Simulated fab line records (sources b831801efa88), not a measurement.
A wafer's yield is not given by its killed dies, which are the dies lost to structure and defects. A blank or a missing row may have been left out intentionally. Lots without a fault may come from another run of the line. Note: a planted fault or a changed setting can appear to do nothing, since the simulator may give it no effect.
A struck lot beside a sound one :: flow sky130 :: 16 out of 708 route steps
Sound: the wafers L425.1, L425.5, L425.6. Struck: wafer L440.1 (left out: L440.2, a lot-mate that was not struck); the cause follows at the end.
Order at every step that has rows: each side's tool, ch and its chambers, its first start. Under that, the readings that differ: sound wafers :: struck wafers :: difference of the means :: sigmas: that difference in standard deviations of wafers without a fault.
alike: readings with means less than 2 such deviations apart, plus words and numbers identical on both sides. not compared: withheld readings, readings lacking a value on some wafer, bounds such as >300 that could conceal the same value, and numbers that have no deviation in the record and whose values overlap.
Wherever a step has rows on one side only, a row that says differs or no value, or a row with sigmas, the two part there. Non-overlapping numbers with no deviation appear without sigmas and do not part them. A reading that every wafer of one side lacks parts them only if that side has two wafers or more.

first, 2 steps without rows for these wafers: SKY_METAL3_PEB_11; SKY_METAL3_DEVELOP_12 (develop time 60 s).
SKY_METAL3_CD_MEAS_13: target cd 300 nm.
  sound on cd_sem-02, day 38 18:56; struck on cd_sem-02, day 43 12:49
  alike: cd_nm
SKY_METAL3_OVL_MEAS_14:
  sound on overlay-02, day 38 19:03; struck on overlay-01, day 43 12:56
  alike: METAL3_OVL
SKY_METAL3_DESCUM_15: chemistry O2, time 8 s.
  sound on rie_metal-02 ch 0,1, day 38 19:05; struck on rie_metal-01 ch 0, day 43 12:59
reading: oes_product_au (a.u.)
sound: 1.002 0.997 0.998
struck: 1.025
difference: +0.026
sigmas: +2
  alike: drypump_motor_current_A, rf_fwd_power_W
  not compared: rf_hours_counter_h
SKY_METAL3_ETCH_16: etches BARC in N2/H2, stops on SiO2, time 88.2 s, target depth 60 nm.
  sound on rie_metal-02 ch 0,1, day 38 19:07; struck on rie_metal-01 ch 0, day 43 13:01
  alike: drypump_motor_current_A, oes_product_au, rf_fwd_power_W, throttle_valve_pct
  not compared: rf_hours_counter_h
SKY_METAL3_ETCH_17: etches SiO2 in C4F8/O2/Ar, stops on TiN, time 3.9 s, target depth 15 nm.
  sound on rie_diel-03 ch 0,1,2, day 38 19:13; struck on rie_diel-03 ch 0, day 43 13:07
  alike: oes_product_au, rf_fwd_power_W
  not compared: rf_hours_counter_h
then, 1 step without rows for these wafers: SKY_METAL3_METAL_ETCH_18 (etches the open film in Cl2/BCl3, stops on SiO2, target depth 845 nm, time 183.1 s).
SKY_METAL3_STRIP_19: strips in O2/N2.
  sound on plasma_asher-02 ch 0,1, day 38 19:25; struck on plasma_asher-02 ch 0, day 43 13:19
  alike: drypump_motor_current_A, oes_product_au, strip_time_to_endpoint_s
  not compared: rf_hours_counter_h
then, 3 steps without rows for these wafers: SKY_METAL3_STRIP_20 (strips in post etch residue remover, time 1200 s); SKY_METAL3_CLEAN_21 (cleans in IPA, time 180 s); SKY_METAL3_CLEAN_22 (cleans in O3/DIW).
SKY_VIA3_HDPCVD_00: deposits SiO2, target thk 1635 nm, time 272.5 s.
  sound on hdpcvd-01 ch 1,2, day 38 20:01; struck on hdpcvd-02 ch 1, day 43 13:54
reading: run_length_s (s)
sound: 299.1 300.4 299.4
struck: 292.2
difference: -7.4
sigmas: -14

reading: model.SiO2_of_VIA3_HDPCVD_00.thk_nm (nm)
sound: 1623 1644 1638
struck: 1561
difference: -74
sigmas: 
SKY_VIA3_THK_MEAS_01:
  sound on film_metro-02, day 38 20:11; struck on film_metro-01, day 43 14:04
reading: VIA3_HDPCVD_THK (nm)
sound: 1621 1644 1638
struck: 1561
difference: -73
sigmas: -5
SKY_VIA3_CMP_02: polishes SiO2.
  sound on cmp-02 ch 0,1,2, day 38 20:23; struck on cmp-02 ch 3, day 43 14:11
  alike: motor_current_A
-- the record jumps here: 6 days lie between the struck wafers' starts before and after (it left off in module VIA3 and takes up again in module PAD_OPEN, whose first step shown is number 708 of the route) --
SKY_PAD_OPEN_PROBE_99:
  sound on prober-01, day 45 23:56; struck on prober-02, day 49 17:59
reading: killed_at_M4_up
sound: 1 2 2
struck: 6
difference: +4
sigmas: +3
  alike: defect_limited_yield, killed_at_M0_to_M3, killed_at_contacts, killed_at_front_end, killed_at_other, killed_dies, killed_on_rim, killed_open, killed_short, sort_bin_3_pad_short, sort_bin_5_function, sort_bin_6_memory, sort_n_pass, sort_yield_pct

== WHERE THEY PART ==
At SKY_METAL3_DESCUM_15 first; at SKY_PAD_OPEN_PROBE_99 last (within this record only).

WHY: what had been put in by the simulator
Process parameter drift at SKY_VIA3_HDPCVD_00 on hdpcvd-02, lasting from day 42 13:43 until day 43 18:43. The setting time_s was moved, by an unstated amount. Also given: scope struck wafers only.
